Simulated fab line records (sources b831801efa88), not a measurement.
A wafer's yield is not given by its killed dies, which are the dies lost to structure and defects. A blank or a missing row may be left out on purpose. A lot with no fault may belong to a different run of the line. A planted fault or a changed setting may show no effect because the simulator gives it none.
fab line records	flow sky130
[record] lots = 11	wafers = 33	lastDay = 50
route steps=708 shown VT_ADJUST_HVTP@87 VT_ADJUST_LVTN@107 LI_CONTACT@364 LOCAL_INTERCONNECT@388 PAD_OPEN@708
lots with no fault: from the same line, run without faults
startH: hours from the record's first day to the start of the lot's first wafer shown	waitH: time in hours since the lot's previous step	" identical to the entry in the row above	L1.1+2: a single row standing in for several wafers	- no value, or no start was given	* or withheld: withheld	< > ~ a bound
route shown NAME@n: NAME is a module with steps in the file, n the number in the route of the first one	usual: mean/standard deviation taken from wafers without a fault	same: alike in all rows	chamber/n: place in a boat	sites: each site's reading	_std_site: standard deviation of those values	_edge_site: outer sites' mean less inner sites'	radiusMm: how far each site lies from the wafer's centre	mask NAME#n: copy n	behind: tool/chamber where the wafer was last shaped	hold: cause of the lot's hold/its duration in hours/its outcome	device: transistor that didn't switch, given as n, p or np	end of line: at the end of the route, the tests of the same wafers	a step given without rows: its recipe and nothing more	killed: not the wafer's yield, but the dies lost to structure and defects at the first sort	map: per-die view of a wafer (x killed, . not killed, _ where there is no die)
set.NAME: the setting that was run; set.NAME@STEP: the one run at that earlier step	model.NAME: the simulator's own value behind a step, which no gauge read
route steps across a sampled set of lots; one table per step, one row per wafer
services: the hour from which a tool's chamber was out of use, counted from the record's first day as startH (under 0 if before that day), plus the number of hours and why
[[steps]]
[step SKY_VT_ADJUST_HVTP_COAT_02]
[recipe] resist = NOVOLAK	spinRpm = 3000	resistThkNm = 1140
[usual] chillPlateTempC = 23.01/0.12	dispensePressureKPa = 51.8/2.9
lot.wafer	tool	chamber	startH	waitH	chillPlateTempC	dispensePressureKPa
L838.1	lithoTrack-03	0	115.37	0.1	22.93	50.0
L838.3	"	0	"	"	22.82	50.0
L838.5	"	0	"	"	23.12	50.1
L842.1	lithoTrack-01	0	140.04	0.1	23.18	48.3
L842.5	"	0	"	"	23.15	48.3
L842.6	"	0	"	"	23.06	48.3
L843.3	lithoTrack-04	0	148.14	0.1	23.06	54.7
L843.4	"	0	"	"	22.95	54.6
L843.5	"	0	"	"	23.07	54.7
L844.3	lithoTrack-04	0	152.49	0.1	22.80	54.6
L844.4	"	0	"	"	22.84	54.7
L844.5	"	0	"	"	22.95	54.6
L848.1	lithoTrack-04	0	173.74	0.1	22.98	54.6
L848.3	"	0	"	"	22.82	54.6
L848.4	"	0	"	"	23.12	54.6
L857.1	lithoTrack-04	-	243.94	0.1	-	-
L857.2	"	-	"	"	-	-
L857.6	"	-	"	"	-	-
L856.2	lithoTrack-03	-	244.74	0.1	-	-
L856.3	"	-	"	"	-	-
L856.6	"	-	"	"	-	-
L859.3	lithoTrack-04	0	248.84	0.1	23.10	54.7
L859.4	"	0	"	"	23.00	54.6
L859.5	"	0	"	"	22.82	54.7
L858.2	lithoTrack-04	0	249.41	0.1	22.82	54.7
L858.3	"	0	"	"	22.90	54.7
L858.5	"	0	"	"	22.96	54.7
L860.2	lithoTrack-03	0	254.74	0.1	22.92	50.1
L860.3	"	0	"	"	22.97	50.1
L860.4	"	0	"	"	22.90	50.1
L861.4	lithoTrack-04	0	261.66	0.1	23.00	54.7
L861.5	"	0	"	"	23.17	54.7
L861.6	"	0	"	"	22.95	54.7
[step SKY_VT_ADJUST_HVTP_CD_MEAS_07]
[recipe] targetCdNm = 380
[usual] cdNm = 379.4/2.4
lot.wafer	tool	chamber	startH	waitH	cdNm
L838.1	cdSem-02	-	124.42	0.1	381.1
L838.3	"	-	"	"	379.3
L838.5	"	-	"	"	377.4
L842.1	cdSem-01	-	149.37	0.1	379.5
L842.5	"	-	"	"	378.5
L842.6	"	-	"	"	378.9
L843.3	cdSem-02	-	157.48	0.1	377.9
L843.4	"	-	"	"	378.0
L843.5	"	-	"	"	378.7
L844.3	cdSem-01	-	162.76	0.1	383.3
L844.4	"	-	"	"	383.6
L844.5	"	-	"	"	384.5
L848.1	cdSem-02	-	184.34	0.1	379.3
L848.3	"	-	"	"	377.6
L848.4	"	-	"	"	381.6
L857.1	cdSem-02	-	255.48	0.2	-
L857.2	"	-	"	"	-
L857.6	"	-	"	"	-
L856.2	cdSem-02	-	256.05	0.1	-
L856.3	"	-	"	"	-
L856.6	"	-	"	"	-
L859.3	cdSem-02	-	260.43	0.1	381.4
L859.4	"	-	"	"	380.3
L859.5	"	-	"	"	378.3
L858.2	cdSem-01	-	260.85	0.1	380.8
L858.3	"	-	"	"	381.6
L858.5	"	-	"	"	378.3
L860.2	cdSem-02	-	266.90	0.1	377.0
L860.3	"	-	"	"	376.1
L860.4	"	-	"	"	375.9
L861.4	cdSem-02	-	274.38	0.1	384.5
L861.5	"	-	"	"	382.9
L861.6	"	-	"	"	383.6
[step SKY_VT_ADJUST_LVTN_TW_MEAS_10]
[usual] VT_ADJUST_LVTN_TW = 242.5/1.3
lot.wafer	tool	chamber	startH	waitH	VT_ADJUST_LVTN_TW
L838.1	filmMetro-03	-	142.62	0.1	244.8
L838.3	"	-	"	"	244.4
L838.5	"	-	"	"	244.5
L842.1	filmMetro-02	-	169.85	0.1	243.6
L842.5	"	-	"	"	242.0
L842.6	"	-	"	"	244.0
L843.3	filmMetro-02	-	177.34	0.1	241.1
L843.4	"	-	"	"	241.9
L843.5	"	-	"	"	241.9
L844.3	filmMetro-03	-	184.05	0.1	243.7
L844.4	"	-	"	"	241.1
L844.5	"	-	"	"	243.0
L848.1	filmMetro-03	-	205.73	0.1	242.3
L848.3	"	-	"	"	240.9
L848.4	"	-	"	"	241.3
L857.1	filmMetro-03	-	280.10	0.1	1347.7
L857.2	"	-	"	"	1353.8
L857.6	"	-	"	"	1353.1
L856.2	filmMetro-03	-	280.68	0.1	1355.0
L856.3	"	-	"	"	1350.8
L856.6	"	-	"	"	1354.7
L859.3	filmMetro-04	-	285.44	0.1	242.3
L859.4	"	-	"	"	241.1
L859.5	"	-	"	"	241.0
L858.2	filmMetro-02	-	285.89	0.1	244.2
L858.3	"	-	"	"	243.9
L858.5	"	-	"	"	243.7
L860.2	filmMetro-02	-	291.53	0.1	244.9
L860.3	"	-	"	"	243.5
L860.4	"	-	"	"	244.1
L861.4	filmMetro-04	-	300.36	0.1	242.4
L861.5	"	-	"	"	243.1
L861.6	"	-	"	"	242.4
[step SKY_VT_ADJUST_LVTN_TW_MEAS_21]
[usual] VT_ADJUST_LVTN_2_TW = 187.9/0.92
lot.wafer	tool	chamber	startH	waitH	VT_ADJUST_LVTN_2_TW
L838.1	filmMetro-02	-	161.87	0.1	188.6
L838.3	"	-	"	"	187.8
L838.5	"	-	"	"	187.4
L842.1	filmMetro-04	-	190.33	0.1	189.1
L842.5	"	-	"	"	189.3
L842.6	"	-	"	"	187.9
L843.3	filmMetro-04	-	197.40	0.1	186.1
L843.4	"	-	"	"	186.8
L843.5	"	-	"	"	186.2
L844.3	filmMetro-03	-	204.94	0.1	187.2
L844.4	"	-	"	"	186.4
L844.5	"	-	"	"	187.7
L848.1	filmMetro-03	-	228.18	0.1	187.8
L848.3	"	-	"	"	187.7
L848.4	"	-	"	"	187.3
L857.1	filmMetro-02	-	305.67	0.1	1353.7
L857.2	"	-	"	"	1355.6
L857.6	"	-	"	"	1361.8
L856.2	filmMetro-04	-	306.33	0.1	1358.0
L856.3	"	-	"	"	1348.6
L856.6	"	-	"	"	1356.5
L859.3	filmMetro-03	-	311.09	0.1	189.8
L859.4	"	-	"	"	189.1
L859.5	"	-	"	"	189.0
L858.2	filmMetro-02	-	311.44	0.1	189.7
L858.3	"	-	"	"	188.9
L858.5	"	-	"	"	189.1
L860.2	filmMetro-03	-	317.43	0.1	188.6
L860.3	"	-	"	"	188.5
L860.4	"	-	"	"	189.3
L861.4	filmMetro-03	-	327.16	0.1	188.3
L861.5	"	-	"	"	188.2
L861.6	"	-	"	"	188.7
[step SKY_LI_CONTACT_CMP_02]
[recipe] material = PSG	downForcePsi = 4	platenRpm = 60	padVelocityMS = 0.94248
[usual] motorCurrentA = 11.6/0.93	timeToEndpointS = 30.4/2.3
lot.wafer	tool	chamber	startH	waitH	motorCurrentA	timeToEndpointS
L838.1	cmp-01	0	645.67	0.1	11.6	25.1
L838.3	"	1	"	"	12.9	27.8
L838.5	"	1	"	"	12.8	27.6
L842.1	cmp-01	1	676.52	0.1	12.6	29.9
L842.6	"	1	"	"	12.0	32.0
L842.5	"	2	"	"	11.2	32.9
L843.3	cmp-02	0	697.68	0.0	11.6	31.2
L843.4	"	1	"	"	10.9	27.9
L843.5	"	1	"	"	11.6	29.4
L844.4	cmp-02	1	701.59	0.1	10.4	32.8
L844.3	"	2	"	"	13.5	31.5
L844.5	"	1	"	"	10.8	27.6
L848.3	cmp-02	1	729.03	0.0	10.7	28.0
L848.1	"	2	"	"	13.5	30.1
L848.4	"	0	"	"	11.4	24.8
L856.2	cmp-01	1	815.41	0.1	12.1	33.7
L856.3	"	3	"	"	11.6	31.3
L856.6	"	0	"	"	11.3	35.5
L857.2	cmp-01	3	816.08	0.0	12.0	27.9
L857.1	"	2	"	"	11.2	33.0
L857.6	"	3	"	"	12.1	27.8
L859.4	cmp-01	1	818.07	0.1	12.2	32.3
L859.3	"	2	"	"	11.6	28.4
L859.5	"	0	"	"	11.0	31.6
L858.3	cmp-02	1	820.65	0.0	10.6	27.9
L858.2	"	3	"	"	10.6	30.5
L858.5	"	1	"	"	10.7	28.8
L860.3	cmp-01	0	839.92	0.0	12.0	32.4
L860.2	"	1	"	"	12.4	30.2
L860.4	"	3	"	"	12.1	32.0
L861.4	cmp-02	1	844.99	0.2	10.8	29.2
L861.5	"	2	"	"	13.4	31.8
L861.6	"	3	"	"	10.6	31.9
[step SKY_LI_CONTACT_THK_MEAS_23]
[recipe] thkMeasGauge = xrf	reads = W_of_LI_CONTACT_CVD_21
[usual] LI_CONTACT_W_THK = 391/4.8
lot.wafer	tool	chamber	startH	waitH	LI_CONTACT_W_THK[nm]
L838.1	filmMetro-02	-	675.64	0.1	395
L838.3	"	-	"	"	396
L838.5	"	-	"	"	398
L842.1	filmMetro-01	-	706.18	0.1	387
L842.5	"	-	"	"	390
L842.6	"	-	"	"	387
L843.3	filmMetro-02	-	726.53	0.1	386
L843.4	"	-	"	"	391
L843.5	"	-	"	"	386
L844.3	filmMetro-01	-	730.76	0.1	395
L844.4	"	-	"	"	390
L844.5	"	-	"	"	388
L848.1	filmMetro-02	-	758.73	0.1	400
L848.3	"	-	"	"	399
L848.4	"	-	"	"	396
L856.2	filmMetro-03	-	843.74	0.1	391
L856.3	"	-	"	"	385
L856.6	"	-	"	"	387
L857.1	filmMetro-02	-	844.08	0.1	387
L857.2	"	-	"	"	387
L857.6	"	-	"	"	386
L859.3	filmMetro-02	-	845.42	0.1	387
L859.4	"	-	"	"	386
L859.5	"	-	"	"	385
L858.2	filmMetro-02	-	847.96	0.1	387
L858.3	"	-	"	"	385
L858.5	"	-	"	"	382
L860.2	filmMetro-02	-	867.49	0.1	385
L860.3	"	-	"	"	385
L860.4	"	-	"	"	382
L861.4	filmMetro-03	-	872.10	0.1	389
L861.5	"	-	"	"	390
L861.6	"	-	"	"	388
[step SKY_LOCAL_INTERCONNECT_RS_MEAS_01]
[recipe] thkMeasGauge = four-point-probe	reads = TiN_of_LOCAL_INTERCONNECT_SPUTTER_00
[usual] LOCAL_INTERCONNECT_TIN_RS = 14.12/0.13
lot.wafer	tool	chamber	startH	waitH	LOCAL_INTERCONNECT_TIN_RS[ohm/sq]
L838.1	filmMetro-04	-	676.14	0.0	14.05
L838.3	"	-	"	"	14.28
L838.5	"	-	"	"	14.15
L842.1	filmMetro-02	-	706.60	0.0	14.03
L842.5	"	-	"	"	14.16
L842.6	"	-	"	"	14.13
L843.3	filmMetro-02	-	726.97	0.1	14.00
L843.4	"	-	"	"	13.94
L843.5	"	-	"	"	13.95
L844.3	filmMetro-04	-	731.21	0.1	14.26
L844.4	"	-	"	"	14.18
L844.5	"	-	"	"	14.13
L848.1	filmMetro-03	-	759.15	0.0	14.02
L848.3	"	-	"	"	13.82
L848.4	"	-	"	"	13.94
L856.2	filmMetro-04	-	844.24	0.1	14.12
L856.3	"	-	"	"	14.05
L856.6	"	-	"	"	14.02
L857.1	filmMetro-04	-	844.50	0.0	14.14
L857.2	"	-	"	"	14.28
L857.6	"	-	"	"	14.24
L859.3	filmMetro-02	-	845.86	0.1	14.09
L859.4	"	-	"	"	14.20
L859.5	"	-	"	"	14.06
L858.2	filmMetro-04	-	848.40	0.1	14.13
L858.3	"	-	"	"	14.14
L858.5	"	-	"	"	14.14
L860.2	filmMetro-02	-	867.92	0.1	14.08
L860.3	"	-	"	"	14.16
L860.4	"	-	"	"	14.11
L861.4	filmMetro-04	-	872.55	0.1	14.11
L861.5	"	-	"	"	14.09
L861.6	"	-	"	"	14.11
[step SKY_PAD_OPEN_PROBE_99]
[usual] killed_at_M0_to_M3 = 43/6.9	killed_at_M4_up = 3.1/1.9	killedAtContacts = 24/5.4	killedAtFrontEnd = 14/4.3	killedAtOther = 0.3/0.53	killedDies = 84/9.5	killedOnRim = 16/4.1	killedOpen = 46/6.8	killedShort = 38/6
[same] grossDies = 492	killedAtBackSide = 0
lot.wafer	tool	chamber	startH	waitH	killed_at_M0_to_M3	killed_at_M4_up	killedAtContacts	killedAtFrontEnd	killedAtOther	killedDies	killedOnRim	killedOpen	killedShort
L848.1	prober-02	-	1133.90	0.1	32	4	24	16	0	76	18	44	32
L848.3	prober-02	-	1134.00	0.2	44	5	27	16	0	92	16	49	43
L848.4	prober-02	-	1134.05	0.2	55	2	32	11	1	101	18	56	45
L856.2	prober-02	-	1193.79	0.1	37	4	23	428	0	492	96	40	33
L856.3	prober-02	-	1193.84	0.2	39	1	20	432	0	492	96	39	35
L856.6	prober-02	-	1193.99	0.2	27	3	23	439	0	492	96	32	34
L857.1	prober-01	-	1194.86	0.1	37	2	23	430	0	492	96	48	28
L857.2	prober-01	-	1194.91	0.1	43	3	30	416	0	492	96	52	37
L857.6	prober-01	-	1195.11	0.2	47	0	28	417	0	492	96	49	42
// killed by level:class
L848.1 LI_CONTACT:geometricParticle:open=10 CONTACT:geometricParticle:open=8 VIA1:geometricParticle:open=8 METAL1:geometricParticle:open=5 METAL1:geometricParticle:short=5 POLY_GATE:geometricParticle:short=4 METAL2:geometricParticle:short=4 FIELD_ISO:geometricParticle:open=3
L848.3 VIA1:geometricParticle:open=12 LI_CONTACT:geometricParticle:open=9 CONTACT:geometricParticle:open=7 METAL1:geometricParticle:short=7 FIELD_ISO:geometricParticle:short=4 CONTACT:geometricParticle:short=4 POLY_GATE:geometricParticle:short=4 METAL2:geometricParticle:short=4
L848.4 VIA1:geometricParticle:open=10 LI_CONTACT:geometricParticle:open=8 VIA3:geometricParticle:open=7 CONTACT:geometricParticle:open=7 CONTACT:geometricParticle:short=6 METAL1:geometricParticle:short=6 METAL2:geometricParticle:short=6 METAL2:geometricParticle:open=6
L856.2 VT_ADJUST_HVTP:areaExpose=419 CONTACT:geometricParticle:open=11 VIA1:geometricParticle:open=7 LI_CONTACT:geometricParticle:open=6 METAL3:geometricParticle:short=6 VIA2:geometricParticle:open=5 LOCAL_INTERCONNECT:geometricParticle:short=4 METAL1:geometricParticle:short=4
L856.3 VT_ADJUST_HVTP:areaExpose=417 POLY_GATE:geometricParticle:open=8 CONTACT:geometricParticle:open=7 VIA3:geometricParticle:open=7 METAL1:geometricParticle:short=6 LI_CONTACT:geometricParticle:short=5 VIA1:geometricParticle:open=5 VIA2:geometricParticle:open=5
L856.6 VT_ADJUST_HVTP:areaExpose=426 VIA2:geometricParticle:open=7 CONTACT:geometricParticle:short=5 CONTACT:geometricParticle:open=5 POLY_GATE:geometricParticle:short=4 LI_CONTACT:geometricParticle:open=4 LOCAL_INTERCONNECT:geometricParticle:short=4 VIA1:geometricParticle:open=4
L857.1 VT_ADJUST_HVTP:areaExpose=416 CONTACT:geometricParticle:open=13 VIA1:geometricParticle:open=8 VIA2:geometricParticle:open=6 LI_CONTACT:geometricParticle:open=5 METAL1:geometricParticle:short=5 VIA1:geometricParticle:short=5 CONTACT:geometricParticle:short=4
L857.2 VT_ADJUST_HVTP:areaExpose=402 CONTACT:geometricParticle:open=17 LI_CONTACT:geometricParticle:open=7 VIA1:geometricParticle:short=7 VIA1:geometricParticle:open=6 VIA2:geometricParticle:open=5 VIA3:geometricParticle:open=5 METAL3:geometricParticle:short=4
L857.6 VT_ADJUST_HVTP:areaExpose=401 VIA2:geometricParticle:open=9 LI_CONTACT:geometricParticle:open=9 VIA1:geometricParticle:open=8 CONTACT:geometricParticle:short=7 CONTACT:geometricParticle:open=6 VIA2:geometricParticle:short=5 VIA1:geometricParticle:short=5
[[services]]
tool	chamber	startH	hours	kind
cmp-02	-	97.75	1.0	repair
cmp-02	-	173.82	5.5	pm
cmp-02	-	180.79	1.9	repair
cmp-01	-	228.78	2.3	repair
cmp-01	-	232.00	4.0	pm
cmp-02	-	270.77	2.2	repair
cmp-01	-	304.35	1.3	repair
cmp-01	-	307.66	0.7	repair
cmp-01	-	339.49	1.8	repair
cmp-01	-	355.63	5.0	pm
cmp-01	-	370.11	0.6	repair
cmp-01	-	372.02	1.7	repair
cmp-02	-	404.00	4.0	pm
cmp-02	-	412.68	0.5	repair
cmp-02	-	457.91	3.8	repair
cmp-01	-	477.91	2.2	repair
cmp-01	-	493.10	3.8	repair
cmp-01	-	529.68	9.8	repair
cmp-01	-	572.00	4.0	pm
cmp-01	-	601.38	7.2	pm
cmp-01	-	656.63	0.3	repair
cmp-01	-	687.96	1.8	repair
cmp-01	-	725.97	4.4	pm
cmp-01	-	804.41	1.6	repair
[[key]]
[firstSign] step = SKY_VT_ADJUST_HVTP_COAT_02	reading = toolRecord	direction = missing
[effect] step = SKY_VT_ADJUST_HVTP_CD_MEAS_07	reading = cdNm	direction = missing
[effect] step = SKY_VT_ADJUST_LVTN_TW_MEAS_10	reading = VT_ADJUST_LVTN_TW	direction = up	sigmas = 99+	usual = 242.5	struck = 1352.5
[effect] step = SKY_VT_ADJUST_LVTN_TW_MEAS_21	reading = VT_ADJUST_LVTN_2_TW	direction = up	sigmas = 99+	usual = 187.9	struck = 1355.7
[effect] step = SKY_PAD_OPEN_PROBE_99	reading = killedAtFrontEnd	direction = up	sigmas = 96	usual = 14	struck = 427
[moreKillsBornAt] SKY_VT_ADJUST_HVTP_EXPOSE_04@ilineStepper-02 = 1262	SKY_VT_ADJUST_HVTP_EXPOSE_04@ilineStepper-01 = 1219
metAt SKY_VT_ADJUST_HVTP_COAT_02
struckLots L856,L857
testerLeftOut L856,L857
notActingAt SKY_LI_CONTACT_CMP_02,SKY_LI_CONTACT_THK_MEAS_23,SKY_LOCAL_INTERCONNECT_RS_MEAS_01
onsetBetween 173.74 243.94
[fault] kind = skippedStepWhole	tool = lithoTrack-03,lithoTrack-04	chamber = -	onsetH = 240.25	steps = SKY_VT_ADJUST_HVTP_COAT_02	scope = struckLotsOnly
// testerLeftOut: of these lots the tester's yield and bins aren't shown, on N5 and GAA mostly nor the transistor test; their killed dies are dies lost to structure and defects alone, not to doping, threshold or leakage, so they don't give the yield
